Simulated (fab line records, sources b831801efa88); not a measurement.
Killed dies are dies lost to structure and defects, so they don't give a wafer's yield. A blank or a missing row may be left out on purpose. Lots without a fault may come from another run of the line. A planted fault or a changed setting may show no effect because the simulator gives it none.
A struck lot beside a sound one | flow sky130 | 20 steps out of a route of 708
Sound: wafers L124.4, L124.5, L124.6. Struck: wafers L116.2, L116.3, L116.4. The cause comes at the end.
At each step with rows: each side's tool, then ch and its chambers, then its first start. Under that, the readings that differ: sound wafers | struck wafers | difference of the means | sigmas: that difference in standard deviations of wafers without a fault.
alike: readings whose means differ by less than 2 such deviations, and words and numbers that are the same on both sides. not compared: withheld readings, readings that some wafer has no value for, bounds like >300 that may hide the same value, and numbers for which the record gives no deviation and whose values overlap.
The two part at a step that has a row with sigmas, a row that says differs or no value, or rows on one side only. Numbers that don't overlap but have no deviation are shown without sigmas and don't part them. A reading that every wafer of one side lacks parts them only if that side has two wafers or more.

SKY_METAL5_DESCUM_14: chemistry O2, time 11 s.
  sound on rie_metal-02 ch 0,1, day 47 20:39; struck on rie_metal-01 ch 0,1, day 45 19:53
  alike: drypump_motor_current_A, oes_product_au
  not compared: rf_hours_counter_h
SKY_METAL5_METAL_ETCH_15: etches the open film in Cl2/BCl3, stops on SiO2, target depth 1260 nm, time 252 s.
  sound on rie_metal-02 ch 0,1, day 47 20:45; struck on rie_metal-01 ch 0,1, day 45 19:55
  alike: drypump_motor_current_A, mfc_cl2_sccm, oes_product_au, throttle_valve_pct
  not compared: rf_hours_counter_h
SKY_METAL5_STRIP_16: strips in O2/N2.
  sound on plasma_asher-03 ch 0,1, day 47 20:56; struck on plasma_asher-01 ch 0,1, day 45 20:09
  alike: drypump_motor_current_A, oes_product_au, strip_time_to_endpoint_s
  not compared: rf_hours_counter_h
then, 3 steps without rows for these wafers: SKY_METAL5_STRIP_17 (strips in post etch residue remover, time 1200 s); SKY_METAL5_CLEAN_18 (cleans in IPA, time 180 s); SKY_METAL5_CLEAN_19 (cleans in O3/DIW).
SKY_PASSIVATION_CVD_00: deposits SiO2, target thk 90 nm.
  sound on pecvd-03 ch 0,1,2, day 47 21:35; struck on pecvd-03 ch 0,1,2, day 45 20:55
  alike: heater_power_w
SKY_PASSIVATION_THK_MEAS_01:
  sound on film_metro-03, day 47 21:38; struck on film_metro-01, day 45 20:56
  alike: PASSIVATION_CVD_00_THK
SKY_PASSIVATION_CVD_02: deposits Si3N4, target thk 540 nm.
  sound on pecvd-01 ch 0,1,2, day 47 21:46; struck on pecvd-02 ch 1,2, day 45 20:59
  alike: heater_power_w
SKY_PASSIVATION_THK_MEAS_03:
  sound on film_metro-02, day 47 21:55; struck on film_metro-02, day 45 21:14
  alike: PASSIVATION_CVD_02_THK
then, 2 steps without rows for these wafers: SKY_PASSIVATION_DEHYDRATE_04 (time 60 s); SKY_PASSIVATION_HMDS_05 (prime time 60 s).
SKY_PASSIVATION_COAT_06: resist thk 3000 nm.
  sound on litho_track-03 ch 0, day 48 07:25; struck on litho_track-04 ch 0, day 46 07:16
  reading                                       | sound                | struck               | difference | sigmas
  spin_speed_rpm (rpm)                          | 1998.9 1998.4 1998.0 | 2036.8 2037.3 2035.8 | +38.2      | +32
  model.coat_of_PASSIVATION_COAT_06.thk_nm (nm) | 3004 2994 3006       | 2979 2971 2970       | -28        |
then, 4 steps without rows for these wafers: SKY_PASSIVATION_SOFTBAKE_07; SKY_PASSIVATION_EXPOSE_08 (exposes mask NSM, target cd 3000 nm); SKY_PASSIVATION_PEB_09; SKY_PASSIVATION_DEVELOP_10 (develop time 60 s).
SKY_PASSIVATION_ETCH_11: etches the open film in CF4/O2, stops on AlCu, target depth 725 nm, time 161.1 s.
  sound on rie_diel-04 ch 0,2,3, day 48 17:00; struck on rie_diel-03 ch 1,2,3, day 46 18:05
  reading                                       | sound          | struck         | difference                   | sigmas
  rf_hours_counter_h (h)                        | - - -          | 16 22 22       | no value on the sound wafers |
  model.coat_of_PASSIVATION_COAT_06.thk_nm (nm) | 2521 2514 2527 | 2485 2480 2493 | -35                          |
  alike: drypump_motor_current_A, oes_product_au, throttle_valve_pct
then, 2 steps without rows for these wafers: SKY_PASSIVATION_STRIP_12 (strips in O2/N2); SKY_PAD_OPEN_PROBE_99.

WHERE THEY PART
First at SKY_PASSIVATION_COAT_06; last, within this record, at SKY_PASSIVATION_ETCH_11.

WHY: what the simulator had put in
Process parameter drift: litho_track-04, from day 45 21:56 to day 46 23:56, at SKY_PASSIVATION_COAT_06. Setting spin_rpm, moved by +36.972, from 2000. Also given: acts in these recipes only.
